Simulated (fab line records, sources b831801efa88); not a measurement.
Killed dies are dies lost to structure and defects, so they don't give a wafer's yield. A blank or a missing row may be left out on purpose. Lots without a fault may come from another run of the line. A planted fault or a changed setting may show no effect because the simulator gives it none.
Which tool did it? | flow gf180mcu | 11 lots, 33 wafers sampled, at 5 steps of a route of 602

WHAT THE GAUGES READ, wafer by wafer
GF_M2_CD_MEAS_14: target cd 280 nm. Usual: cd_nm 280.5 nm, standard deviation 0.85.
lot  | measured     | on        | cd_nm (nm)        | flag
L973 | day 19 23:29 | cd_sem-02 | 279.7 280.1 278.9 |
L971 | day 20 02:14 | cd_sem-02 | 280.0 279.5 279.6 |
L981 | day 22 08:35 | cd_sem-02 | 281.5 284.3 281.8 |
L983 | day 23 02:20 | cd_sem-02 | 282.0 280.8 280.3 |
L984 | day 23 06:14 | cd_sem-01 | 281.2 281.4 281.5 |
L986 | day 24 04:50 | cd_sem-01 | 280.2 279.7 280.1 |
L988 | day 25 00:29 | cd_sem-02 | 280.8 279.6 279.0 |
L989 | day 25 04:32 | cd_sem-02 | 279.3 279.1 280.6 |
L991 | day 25 21:39 | cd_sem-01 | 280.9 280.7 279.6 |
L992 | day 26 08:19 | cd_sem-01 | 279.8 280.2 280.0 |
L993 | day 26 12:22 | cd_sem-01 | 280.7 278.7 280.2 |

WHICH TOOL RAN EACH LOT (tool, then ch and the chambers of the sampled wafers, then the start)
lot  | GF_V1_SPUTTER_21             | GF_M2_SPUTTER_00             | GF_M2_SPUTTER_02             | GF_M2_COAT_09
L973 | pvd_sputter-01, day 18 21:15 | pvd_sputter-03, day 18 21:56 | pvd_sputter-03, day 18 22:04 | litho_track-03 ch 0, day 19 09:44
L971 | pvd_sputter-02, day 19 00:03 | pvd_sputter-02, day 19 00:44 | pvd_sputter-02, day 19 00:53 | litho_track-02 ch 0, day 19 13:32
L981 | pvd_sputter-04, day 21 09:55 | pvd_sputter-02, day 21 10:36 | pvd_sputter-02, day 21 10:44 | litho_track-02 ch 0, day 21 21:44
L983 | pvd_sputter-04, day 22 03:18 | pvd_sputter-03, day 22 03:59 | pvd_sputter-03, day 22 04:07 | litho_track-03 ch 0, day 22 14:59
L984 | pvd_sputter-04, day 22 06:42 | pvd_sputter-04, day 22 07:23 | pvd_sputter-04, day 22 07:31 | litho_track-03 ch 0, day 22 19:08
L986 | pvd_sputter-01, day 23 05:21 | pvd_sputter-03, day 23 06:02 | pvd_sputter-03, day 23 06:10 | litho_track-03 ch 0, day 23 17:32
L988 | pvd_sputter-02, day 24 00:48 | pvd_sputter-04, day 24 01:30 | pvd_sputter-04, day 24 01:38 | litho_track-04 ch 0, day 24 12:23
L989 | pvd_sputter-02, day 24 05:49 | pvd_sputter-04, day 24 06:30 | pvd_sputter-04, day 24 06:38 | litho_track-02 ch 0, day 24 17:44
L991 | pvd_sputter-02, day 24 22:55 | pvd_sputter-02, day 24 23:36 | pvd_sputter-02, day 24 23:44 | litho_track-02 ch 0, day 25 09:54
L992 | pvd_sputter-02, day 25 09:15 | pvd_sputter-04, day 25 09:56 | pvd_sputter-04, day 25 10:05 | litho_track-02 ch 0, day 25 21:41
L993 | pvd_sputter-01, day 25 14:00 | pvd_sputter-04, day 25 14:41 | pvd_sputter-04, day 25 14:49 | litho_track-04 ch 0, day 26 01:41
- GF_V1_SPUTTER_21: material Ti, target thk 15 nm, time 80.02 s.
- GF_M2_SPUTTER_00: material Ti, target thk 37.5 nm, time 150 s.
- GF_M2_SPUTTER_02: material AlCu, target thk 450 nm, time 23.9 s.
- GF_M2_COAT_09: resist thk 1000 nm.

WHAT THE TOOLS THEMSELVES READ (means of the sampled wafers that have a number; where no wafer has one, the mark that the record gives instead)
GF_V1_SPUTTER_21. Usual: throttle_valve_pct 30.7 %, standard deviation 0.95.
lot  | tool           | throttle_valve_pct (%) | flag
L973 | pvd_sputter-01 | 31.6                   |
L971 | pvd_sputter-02 | 29.9                   |
L981 | pvd_sputter-04 | 31.2                   |
L983 | pvd_sputter-04 | 30.5                   |
L984 | pvd_sputter-04 | 29.5                   |
L986 | pvd_sputter-01 | 31.5                   |
L988 | pvd_sputter-02 | 29.5                   |
L989 | pvd_sputter-02 | 30.0                   |
L991 | pvd_sputter-02 | 30.0                   |
L992 | pvd_sputter-02 | 29.7                   |
L993 | pvd_sputter-01 | 31.2                   |

GF_M2_SPUTTER_00. Usual: throttle_valve_pct 30.4 %, standard deviation 1.3.
lot  | tool           | throttle_valve_pct (%) | flag
L973 | pvd_sputter-03 | 31.2                   |
L971 | pvd_sputter-02 | 29.4                   |
L981 | pvd_sputter-02 | 29.9                   |
L983 | pvd_sputter-03 | 30.6                   |
L984 | pvd_sputter-04 | 30.7                   |
L986 | pvd_sputter-03 | 30.6                   |
L988 | pvd_sputter-04 | 31.2                   |
L989 | pvd_sputter-04 | 30.0                   |
L991 | pvd_sputter-02 | 29.7                   |
L992 | pvd_sputter-04 | 29.6                   |
L993 | pvd_sputter-04 | 31.2                   |

GF_M2_SPUTTER_02. Usual: throttle_valve_pct 30.4 %, standard deviation 1.3.
lot  | tool           | throttle_valve_pct (%) | flag
L973 | pvd_sputter-03 | 31.1                   |
L971 | pvd_sputter-02 | 29.5                   |
L981 | pvd_sputter-02 | 29.8                   |
L983 | pvd_sputter-03 | 30.6                   |
L984 | pvd_sputter-04 | 30.6                   |
L986 | pvd_sputter-03 | 30.5                   |
L988 | pvd_sputter-04 | 31.3                   |
L989 | pvd_sputter-04 | 30.0                   |
L991 | pvd_sputter-02 | 29.8                   |
L992 | pvd_sputter-04 | 29.4                   |
L993 | pvd_sputter-04 | 31.1                   |

THE ANSWER, worked out from the rows above alone
Rule: a lot is off if the mean of its wafers that have a number lies more than 3 standard deviations from the usual mean. A lot without any number at a reading at which 4 lots or more have one is off too. The other lots that the step has rows for count as sound. The gauges are gone through in route order, then the tools' own readings, and for those a lot's mean is taken as printed above. The first step at which some lot is off is used, and at that step the reading that is off furthest; a lot without a number counts as furthest.
No lot is off at any reading shown: from this, nothing can be told.

WHAT THE SIMULATOR HAD PUT IN
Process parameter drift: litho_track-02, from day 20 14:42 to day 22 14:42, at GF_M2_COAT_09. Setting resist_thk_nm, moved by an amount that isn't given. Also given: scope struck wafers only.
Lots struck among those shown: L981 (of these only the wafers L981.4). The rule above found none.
